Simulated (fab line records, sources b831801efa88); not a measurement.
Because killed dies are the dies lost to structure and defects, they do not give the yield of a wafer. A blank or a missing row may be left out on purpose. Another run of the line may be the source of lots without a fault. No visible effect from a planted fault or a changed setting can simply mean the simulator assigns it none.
Comparing a struck lot with a sound one + flow sky130 + 14 out of 708 route steps
Sound: wafers L880.2, L880.3, L880.4. The struck wafers were L888.1, L888.2, L888.5. Last of all comes the cause.
For every step that has rows: the tool of each side, followed by ch and its chambers, followed by its first start. Under that, the readings that differ: sound wafers + struck wafers + difference of the means + sigmas: that difference in standard deviations of wafers without a fault.
alike: readings whose means differ by less than 2 such deviations, and words and numbers that are the same on both sides. not compared: withheld readings, readings that some wafer has no value for, bounds like >300 that may hide the same value, and numbers for which the record gives no deviation and whose values overlap.
Wherever a step has rows on one side only, a row that says differs or no value, or a row with sigmas, the two part there. When numbers do not overlap yet have no deviation, they are printed without sigmas and do not part them. Lack of a reading on every wafer of one side parts them only where that side has two or more wafers.

SKY_FIELD_ISO_BOW_MEAS_00:
  sound on filmMetro-03, day 2 01:01; struck on filmMetro-02, day 3 17:00
  alike: INCOMING_BOW
then, 1 step without rows for these wafers: SKY_FIELD_ISO_OXIDATION_01 (stabilise 600 s, purge 300 s, target thk 12 nm).
SKY_FIELD_ISO_THK_MEAS_02:
  sound on filmMetro-03, day 2 03:02; struck on filmMetro-01, day 3 18:38
| reading                         | sound          | struck         | difference | sigmas |
|---------------------------------|----------------|----------------|------------|--------|
| FIELD_ISO_OXIDATION_00_THK (nm) | 11.8 11.8 11.9 | 12.5 12.6 12.8 | +0.8       | +3     |
then, 1 step without rows for these wafers: SKY_FIELD_ISO_CVD_03 (deposits Si3N4 from DCS/NH3, target thk 165 nm, time 2830 s).
SKY_FIELD_ISO_THK_MEAS_04:
  sound on filmMetro-02, day 2 04:53; struck on filmMetro-01, day 3 20:29
  alike: FIELD_ISO_CVD_03_THK
then, 7 steps without rows for these wafers: SKY_FIELD_ISO_DEHYDRATE_05 (time 60 s); SKY_FIELD_ISO_HMDS_06 (prime time 60 s); SKY_FIELD_ISO_COAT_07 (resist thk 60 nm); SKY_FIELD_ISO_COAT_08 (resist thk 450 nm); SKY_FIELD_ISO_SOFTBAKE_09 (time 90 s); SKY_FIELD_ISO_EXPOSE_10 (exposes mask FOM, target cd 150 nm); SKY_FIELD_ISO_PEB_11.
SKY_FIELD_ISO_DEVELOP_12: develop time 60 s.
  sound on lithoTrack-03 ch 0, day 2 19:00; struck on lithoTrack-02, day 4 12:00
  no value came back on the struck wafers for chillPlateTempC (C), developTimeS (s); on the sound wafers chillPlateTempC (C) reads 23.16 23.16 23.07
| reading                                         | sound           | struck            | difference | sigmas |
|-------------------------------------------------|-----------------|-------------------|------------|--------|
| model.KrF-thick_of_FIELD_ISO_COAT_08.thkNm (nm) | 437.8 438 437.4 | 449.4 449.9 448.9 | +11.7      |        |
SKY_FIELD_ISO_CD_MEAS_13 targets a cd of 150 nm.
  sound on cdSem-02, day 2 19:37; struck on cdSem-02, day 4 12:52
| reading   | sound             | struck | difference                    | sigmas |
|-----------|-------------------|--------|-------------------------------|--------|
| cdNm (nm) | 149.0 149.8 151.3 | - - -  | no value on the struck wafers |        |

== WHERE THEY PART ==
Last at SKY_FIELD_ISO_CD_MEAS_13 as far as this record goes, first at SKY_FIELD_ISO_THK_MEAS_02.

WHY: the cause the simulator had injected
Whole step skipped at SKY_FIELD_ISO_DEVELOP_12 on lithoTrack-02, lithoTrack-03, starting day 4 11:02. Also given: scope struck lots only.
